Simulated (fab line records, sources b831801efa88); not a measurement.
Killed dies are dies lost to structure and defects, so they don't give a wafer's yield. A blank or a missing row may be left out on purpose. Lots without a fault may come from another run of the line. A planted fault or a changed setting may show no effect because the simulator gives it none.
Chamber matching | flow gf180mcu | GF_V3_ETCH_16 on rie_diel-03: 4 sister chambers
The step etches BARC in N2/H2. 8 wafers are shown with their chamber, then 7 later ones without.

WAFERS WITH THEIR CHAMBER
wafer  | chamber | drypump_motor_current_A (A) | h2_flow_sccm (sccm)
L861.6 | 0       | 6.1                         | 201.1
L865.4 | 1       | 5.7                         | 199.1
L865.5 | 0       | 6.1                         | 200.4
L873.1 | 2       | 6.4                         | 199.6
L873.2 | 1       | 5.6                         | 200.2
L873.4 | 3       | 5.6                         | 199.7
L875.3 | 2       | 6.4                         | 199.8
L875.5 | 3       | 5.6                         | 200.3

WAFERS WITHOUT THEIR CHAMBER
wafer  | drypump_motor_current_A (A) | h2_flow_sccm (sccm)
L875.6 | 6.4                         | 199.9
L878.1 | 5.7                         | 200.4
L878.3 | 6.5                         | 199.9
L878.4 | 5.6                         | 200.4
L879.1 | 6.4                         | 199.3
L879.3 | 6.1                         | 200.5
L879.4 | 6.4                         | 200.2

WHICH CHAMBER EACH WENT THROUGH
wafer  | from the rows above     | in truth
L875.6 | 2                       | 2
L878.1 | can't be placed: 1 or 3 | 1
L878.3 | 2                       | 2
L878.4 | can't be placed: 3 or 1 | 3
L879.1 | 2                       | 2
L879.3 | 0                       | 0
L879.4 | 2                       | 2
Placed correctly: 5 of 7. Can't be placed from these rows: 2 (the true chamber is among the candidates in 2). Placed wrongly: 0.
How it was worked out, from the rows above alone: a wafer's distance from a chamber is the root of the sum, over the readings, of the square of ((its reading less the chamber's mean) divided by the reading's scatter). The wafer belongs to the nearest chamber; if the next one is less than 2 further off, it can't be placed. A chamber's mean is the mean of its shown wafers. The scatter: the root of (the sum of the squares of (reading less its chamber's mean) over the shown wafers, divided by (wafers less chambers)).
